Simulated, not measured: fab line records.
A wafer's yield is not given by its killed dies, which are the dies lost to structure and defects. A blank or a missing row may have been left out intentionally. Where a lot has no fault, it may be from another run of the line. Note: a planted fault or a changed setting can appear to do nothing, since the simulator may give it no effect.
fab line records | flow sky130
record: lots: 15 | wafers: 45 | last_day: 50
route steps=708 shown NWELL@32 VT_ADJUST_HVTP@93 SD_N@350 LI_CONTACT@377
lots that met no fault: from a run of the same line without faults
start_h: start of the lot's first displayed wafer, in hours after the record's first day | wait_h: hours from the lot's prior step to this one | " unchanged from the row above | L1.1+2: a single row standing in for several wafers | - no value, or no start given | * or withheld: withheld | < > ~ a bound
route shown NAME@n: NAME is a module with steps in the file, n the number in the route of the first one | usual: average and standard deviation across the fault-free wafers | same: alike in all rows | chamber/n: place in a boat | sites: per-site readings | _std_site: the standard deviation of these | _edge_site: the outer-site mean with the inner-site mean subtracted | radius_mm: for every site, how far away it sits from the centre of the wafer | mask NAME#n: copy n | behind: the last tool/chamber to shape the wafer | hold: the reason the lot was held/the length of the hold in hours/how it ended | device: transistor that didn't switch, given as n, p or np | end of line: at the end of the route, the tests of the same wafers | where a step has no rows: the recipe by itself | killed: count of dies lost to structure and defects at first sort (not the wafer's yield) | map: shows each die of a wafer: x if killed, . if not, _ if none is there
set.NAME: the run value of the setting; set.NAME@STEP: its run value at that earlier step | model.NAME: the simulator's own value behind a step, which no gauge read
one table for each step of the route and one row for each wafer, over a sample of lots
services: from which hour (start_h, from the record's first day; less than 0 if before it) a tool's chamber was out of use, for how many hours, and why
== steps ==
step: SKY_NWELL_CLEAN_00
recipe: chemistry: SC1/SC2 | mix: 1:4:20 | temp_c: 70 | time_s: 150 | dry: n2_spin
usual: bath_guard_temp_C: 70.3/0.51 | bath_heat_duty_pct: 13.4/1.3 | time_s: 150/0
lot.wafer | tool         | chamber | start_h | wait_h | bath_guard_temp_C | bath_heat_duty_pct | time_s
L846.1    | wet_bench-02 | 0       | 41.43   | 0.0    | 70.4              | 11.3               | 150
L846.5    | "            | 0       | "       | "      | 70.7              | 12.5               | 150
L846.6    | "            | 0       | "       | "      | 71.1              | 12.6               | 150
L849.2    | wet_bench-04 | 3       | 62.03   | 0.0    | 70.8              | 13.0               | 150
L849.5    | "            | 3       | "       | "      | 70.3              | 12.6               | 150
L849.6    | "            | 3       | "       | "      | 70.5              | 12.9               | 150
L850.2    | wet_bench-01 | 1       | 62.09   | 0.0    | 70.4              | 12.5               | 150
L850.4    | "            | 1       | "       | "      | 70.7              | 14.1               | 150
L850.6    | "            | 1       | "       | "      | 70.4              | 15.9               | 150
L851.2    | wet_bench-01 | 3       | 65.88   | 0.0    | 70.2              | 11.0               | 150
L851.3    | "            | 3       | "       | "      | 70.4              | 13.0               | 150
L851.6    | "            | 3       | "       | "      | 70.5              | 12.6               | 150
L852.2    | wet_bench-01 | 2       | 70.36   | 0.0    | 69.6              | 13.7               | 150
L852.5    | "            | 2       | "       | "      | 69.6              | 14.1               | 150
L852.6    | "            | 2       | "       | "      | 69.5              | 13.3               | 150
L853.3    | wet_bench-02 | 1       | 77.40   | 0.0    | 70.4              | 11.7               | 150
L853.5    | "            | 1       | "       | "      | 70.1              | 11.3               | 150
L853.6    | "            | 1       | "       | "      | 69.8              | 11.2               | 150
L855.4    | wet_bench-04 | 0       | 85.40   | 0.0    | 71.4              | 13.5               | 150
L855.5    | "            | 0       | "       | "      | 71.0              | 14.1               | 150
L855.6    | "            | 0       | "       | "      | 70.9              | 12.1               | 150
L856.2    | wet_bench-02 | 3       | 90.40   | 0.0    | 70.3              | 15.5               | 150
L856.3    | "            | 3       | "       | "      | 70.0              | 15.5               | 150
L856.6    | "            | 3       | "       | "      | 69.6              | 15.0               | 150
L857.1    | wet_bench-02 | 3       | 96.76   | 0.0    | 70.2              | 16.2               | 150
L857.2    | "            | 3       | "       | "      | 70.0              | 16.1               | 150
L857.3    | "            | 3       | "       | "      | 69.6              | 15.4               | 150
L860.2    | wet_bench-02 | 3       | 114.49  | 0.0    | 70.0              | 14.3               | 150
L860.3    | "            | 3       | "       | "      | 69.9              | 16.1               | 150
L860.6    | "            | 3       | "       | "      | 69.7              | 15.7               | 150
L861.1    | wet_bench-04 | 0       | 120.46  | 0.0    | -                 | -                  | -
L861.5    | "            | 0       | "       | "      | -                 | -                  | -
L861.6    | "            | 0       | "       | "      | -                 | -                  | -
L862.1    | wet_bench-01 | 0       | 122.85  | 0.0    | -                 | -                  | -
L862.2    | "            | 0       | "       | "      | -                 | -                  | -
L862.4    | "            | 0       | "       | "      | -                 | -                  | -
L863.3    | wet_bench-02 | 2       | 129.77  | 0.0    | -                 | -                  | -
L863.4    | "            | 2       | "       | "      | -                 | -                  | -
L863.5    | "            | 2       | "       | "      | -                 | -                  | -
L864.1    | wet_bench-02 | 3       | 134.13  | 0.0    | 69.8              | 17.1               | 150
L864.5    | "            | 3       | "       | "      | 70.5              | 14.8               | 150
L864.6    | "            | 3       | "       | "      | 69.7              | 15.2               | 150
L868.1    | wet_bench-04 | 0       | 159.21  | 0.0    | 71.1              | 14.1               | 150
L868.5    | "            | 0       | "       | "      | 70.9              | 12.9               | 150
L868.6    | "            | 0       | "       | "      | 71.4              | 13.1               | 150
step: SKY_VT_ADJUST_HVTP_OVL_MEAS_08
usual: VT_ADJUST_HVTP_OVL: 1.3/1.4
lot.wafer | tool       | chamber | start_h | wait_h | VT_ADJUST_HVTP_OVL[nm]
L846.1    | overlay-01 | -       | 131.61  | 0.1    | -0.1
L846.5    | "          | -       | "       | "      | 2.7
L846.6    | "          | -       | "       | "      | -1.1
L849.2    | overlay-01 | -       | 157.97  | 0.1    | 2.3
L849.5    | "          | -       | "       | "      | 0.8
L849.6    | "          | -       | "       | "      | 0.0
L850.2    | overlay-02 | -       | 158.69  | 0.1    | 0.8
L850.4    | "          | -       | "       | "      | -0.2
L850.6    | "          | -       | "       | "      | 2.0
L851.2    | overlay-02 | -       | 162.04  | 0.1    | 1.0
L851.3    | "          | -       | "       | "      | 0.3
L851.6    | "          | -       | "       | "      | 0.3
L852.2    | overlay-02 | -       | 169.54  | 0.1    | -0.6
L852.5    | "          | -       | "       | "      | -0.4
L852.6    | "          | -       | "       | "      | -0.5
L853.3    | overlay-02 | -       | 176.73  | 0.1    | 1.0
L853.5    | "          | -       | "       | "      | -0.2
L853.6    | "          | -       | "       | "      | 0.9
L855.4    | overlay-01 | -       | 184.98  | 0.1    | 1.6
L855.5    | "          | -       | "       | "      | 1.6
L855.6    | "          | -       | "       | "      | 0.1
L856.2    | overlay-01 | -       | 191.57  | 0.1    | 2.7
L856.3    | "          | -       | "       | "      | 2.5
L856.6    | "          | -       | "       | "      | 1.7
L857.1    | overlay-02 | -       | 200.08  | 0.1    | 1.0
L857.2    | "          | -       | "       | "      | 0.1
L857.3    | "          | -       | "       | "      | 4.4
L860.2    | overlay-01 | -       | 219.64  | 0.1    | 0.5
L860.3    | "          | -       | "       | "      | -0.3
L860.6    | "          | -       | "       | "      | 1.9
L861.1    | overlay-02 | -       | 228.13  | 0.1    | 0.8
L861.5    | "          | -       | "       | "      | -1.8
L861.6    | "          | -       | "       | "      | -1.4
L862.1    | overlay-02 | -       | 229.08  | 0.1    | 1.2
L862.2    | "          | -       | "       | "      | 2.2
L862.4    | "          | -       | "       | "      | 1.7
L863.3    | overlay-02 | -       | 234.94  | 0.1    | 3.1
L863.4    | "          | -       | "       | "      | 4.9
L863.5    | "          | -       | "       | "      | 1.9
L864.1    | overlay-02 | -       | 240.13  | 0.1    | 0.9
L864.5    | "          | -       | "       | "      | 1.0
L864.6    | "          | -       | "       | "      | 2.0
L868.1    | overlay-02 | -       | 271.03  | 0.1    | 0.3
L868.5    | "          | -       | "       | "      | 0.7
L868.6    | "          | -       | "       | "      | 0.9
step: SKY_SD_N_OVL_MEAS_08
usual: SD_N_OVL: 0.3/1.5
lot.wafer | tool       | chamber | start_h | wait_h | SD_N_OVL[nm]
L846.1    | overlay-01 | -       | 658.23  | 0.1    | 1.1
L846.5    | "          | -       | "       | "      | 0.3
L846.6    | "          | -       | "       | "      | 1.8
L849.2    | overlay-01 | -       | 688.19  | 0.1    | 0.2
L849.5    | "          | -       | "       | "      | -0.2
L849.6    | "          | -       | "       | "      | -0.6
L850.2    | overlay-02 | -       | 691.95  | 0.1    | 1.6
L850.4    | "          | -       | "       | "      | 1.2
L850.6    | "          | -       | "       | "      | 0.9
L851.2    | overlay-02 | -       | 694.13  | 0.1    | -1.8
L851.3    | "          | -       | "       | "      | -1.0
L851.6    | "          | -       | "       | "      | -1.0
L852.2    | overlay-01 | -       | 703.59  | 0.1    | 0.7
L852.5    | "          | -       | "       | "      | -0.9
L852.6    | "          | -       | "       | "      | -2.1
L853.3    | overlay-01 | -       | 713.74  | 0.1    | -3.6
L853.5    | "          | -       | "       | "      | -1.0
L853.6    | "          | -       | "       | "      | -2.5
L855.4    | overlay-02 | -       | 724.75  | 0.1    | 0.6
L855.5    | "          | -       | "       | "      | 0.7
L855.6    | "          | -       | "       | "      | 1.6
L856.2    | overlay-02 | -       | 734.58  | 0.1    | -0.3
L856.3    | "          | -       | "       | "      | 0.8
L856.6    | "          | -       | "       | "      | -0.8
L857.1    | overlay-01 | -       | 739.43  | 0.1    | 0.8
L857.2    | "          | -       | "       | "      | 1.6
L857.3    | "          | -       | "       | "      | 1.9
L860.2    | overlay-02 | -       | 783.14  | 0.1    | 2.0
L860.3    | "          | -       | "       | "      | 2.1
L860.6    | "          | -       | "       | "      | -0.4
L861.1    | overlay-01 | -       | 785.03  | 0.1    | -0.4
L861.5    | "          | -       | "       | "      | -1.5
L861.6    | "          | -       | "       | "      | 0.5
L862.1    | overlay-01 | -       | 785.68  | 0.1    | 1.7
L862.2    | "          | -       | "       | "      | 3.5
L862.4    | "          | -       | "       | "      | 1.3
L863.3    | overlay-02 | -       | 789.30  | 0.1    | -2.1
L863.4    | "          | -       | "       | "      | -2.6
L863.5    | "          | -       | "       | "      | -0.4
L864.1    | overlay-02 | -       | 792.83  | 0.1    | -1.7
L864.5    | "          | -       | "       | "      | -0.1
L864.6    | "          | -       | "       | "      | -0.2
L868.1    | overlay-01 | -       | 830.38  | 0.1    | 2.6
L868.5    | "          | -       | "       | "      | 1.1
L868.6    | "          | -       | "       | "      | 1.9
step: SKY_LI_CONTACT_ETCH_15
recipe: target: PSG | chemistry: C4F8/O2/Ar | stop_on: Si | taper_deg: 4.15 | mask_material: KrF-thick | source_w: 1500 | bias_w: 1200 | pressure_mtorr: 40 | c4f8_flow_sccm: withheld | O2_flow_sccm: 6 | Ar_flow_sccm: 300 | time_s: withheld | target_depth_a: 6000
usual: oes_product_au: 0.838/0.0048
lot.wafer | tool        | chamber | start_h | wait_h | oes_product_au
L846.1    | rie_diel-01 | 0       | 686.11  | 0.0    | 0.834
L846.5    | "           | 1       | "       | "      | 0.828
L846.6    | "           | 2       | "       | "      | 0.842
L849.2    | rie_diel-02 | 3       | 717.04  | 0.0    | 0.838
L849.5    | "           | 2       | "       | "      | 0.844
L849.6    | "           | 1       | "       | "      | 0.838
L850.2    | rie_diel-02 | 1       | 722.03  | 0.0    | 0.852
L850.4    | "           | 2       | "       | "      | 0.833
L850.6    | "           | 3       | "       | "      | 0.831
L851.2    | rie_diel-04 | 0       | 723.44  | 0.0    | 0.840
L851.3    | "           | 3       | "       | "      | 0.837
L851.6    | "           | 2       | "       | "      | 0.841
L852.2    | rie_diel-01 | 2       | 733.11  | 0.0    | 0.836
L852.5    | "           | 3       | "       | "      | 0.847
L852.6    | "           | 0       | "       | "      | 0.848
L853.3    | rie_diel-04 | 0       | 743.56  | 0.0    | 0.836
L853.5    | "           | 3       | "       | "      | 0.837
L853.6    | "           | 0       | "       | "      | 0.849
L855.4    | rie_diel-02 | 1       | 757.29  | 0.0    | 0.843
L855.5    | "           | 1       | "       | "      | 0.833
L855.6    | "           | 0       | "       | "      | 0.838
L856.2    | rie_diel-01 | 3       | 763.36  | 0.0    | 0.834
L856.3    | "           | 1       | "       | "      | 0.836
L856.6    | "           | 0       | "       | "      | 0.838
L857.1    | rie_diel-01 | 3       | 768.16  | 0.0    | 0.840
L857.2    | "           | 1       | "       | "      | 0.836
L857.3    | "           | 2       | "       | "      | 0.837
L860.2    | rie_diel-02 | 1       | 811.76  | 0.0    | 0.834
L860.3    | "           | 0       | "       | "      | 0.837
L860.6    | "           | 3       | "       | "      | 0.842
L861.1    | rie_diel-02 | 0       | 812.81  | 0.0    | 0.837
L861.5    | "           | 0       | "       | "      | 0.823
L861.6    | "           | 3       | "       | "      | 0.832
L862.1    | rie_diel-01 | 3       | 813.84  | 0.0    | 0.832
L862.2    | "           | 1       | "       | "      | 0.831
L862.4    | "           | 2       | "       | "      | 0.836
L863.3    | rie_diel-02 | 1       | 817.41  | 0.0    | 0.835
L863.4    | "           | 0       | "       | "      | 0.835
L863.5    | "           | 0       | "       | "      | 0.842
L864.1    | rie_diel-02 | 3       | 821.69  | 0.0    | 0.838
L864.5    | "           | 3       | "       | "      | 0.835
L864.6    | "           | 2       | "       | "      | 0.842
L868.1    | rie_diel-02 | 0       | 858.51  | 0.0    | 0.831
L868.5    | "           | 0       | "       | "      | 0.838
L868.6    | "           | 1       | "       | "      | 0.838
== services ==
tool         | chamber | start_h | hours | kind
rie_diel-01  | -       | 18.87   | 15.6  | pm
rie_diel-01  | 1       | 35.42   | 6.0   | repair
rie_diel-01  | 2       | 36.48   | 3.2   | repair
rie_diel-01  | -       | 47.65   | 0.6   | repair
rie_diel-02  | 0       | 53.17   | 9.3   | repair
rie_diel-01  | -       | 122.27  | 0.2   | repair
rie_diel-02  | -       | 167.70  | 14.6  | pm
rie_diel-02  | 1       | 221.08  | 8.1   | repair
rie_diel-01  | -       | 239.59  | 14.6  | pm
rie_diel-02  | -       | 240.55  | 0.6   | repair
wet_bench-02 | -       | 248.04  | 3.3   | repair
rie_diel-01  | 1       | 255.86  | 8.8   | repair
rie_diel-01  | 3       | 260.59  | 3.3   | repair
rie_diel-01  | -       | 339.86  | 2.5   | repair
rie_diel-01  | 0       | 354.23  | 13.8  | repair
rie_diel-02  | 0       | 365.53  | 4.5   | repair
rie_diel-02  | -       | 449.51  | 1.1   | repair
rie_diel-02  | 3       | 483.96  | 4.6   | repair
rie_diel-02  | -       | 526.32  | 2.8   | pm
rie_diel-02  | 1       | 565.91  | 5.6   | repair
wet_bench-02 | -       | 603.97  | 1.9   | repair
rie_diel-02  | -       | 740.64  | 1.9   | repair
rie_diel-02  | 2       | 807.58  | 5.8   | repair
rie_diel-02  | 3       | 838.46  | 15.9  | repair
== key ==
first_sign: step: SKY_NWELL_CLEAN_00 | reading: tool_record | direction: missing
effect none on later readings
met_at SKY_NWELL_CLEAN_00
struck_lots L861,L862,L863
sort_left_out L862.1,L862.2,L862.4
tester_left_out L861,L862,L863
not_acting_at SKY_VT_ADJUST_HVTP_OVL_MEAS_08,SKY_SD_N_OVL_MEAS_08,SKY_LI_CONTACT_ETCH_15
onset_between 114.49 120.46
fault: kind: skipped_step_whole | tool: wet_bench-01,wet_bench-02,wet_bench-04 | chamber: - | onset_h: 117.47 | steps: SKY_NWELL_CLEAN_00 | scope: struck_lots_only
tester_left_out: of these lots the tester's yield and bins aren't shown, on N5 and GAA mostly nor the transistor test; their killed dies are dies lost to structure and defects alone, not to doping, threshold or leakage, so they don't give the yield
sort_left_out: the simulated sort isn't trusted on such a fault, so these wafers' sort isn't shown, and their yield isn't known
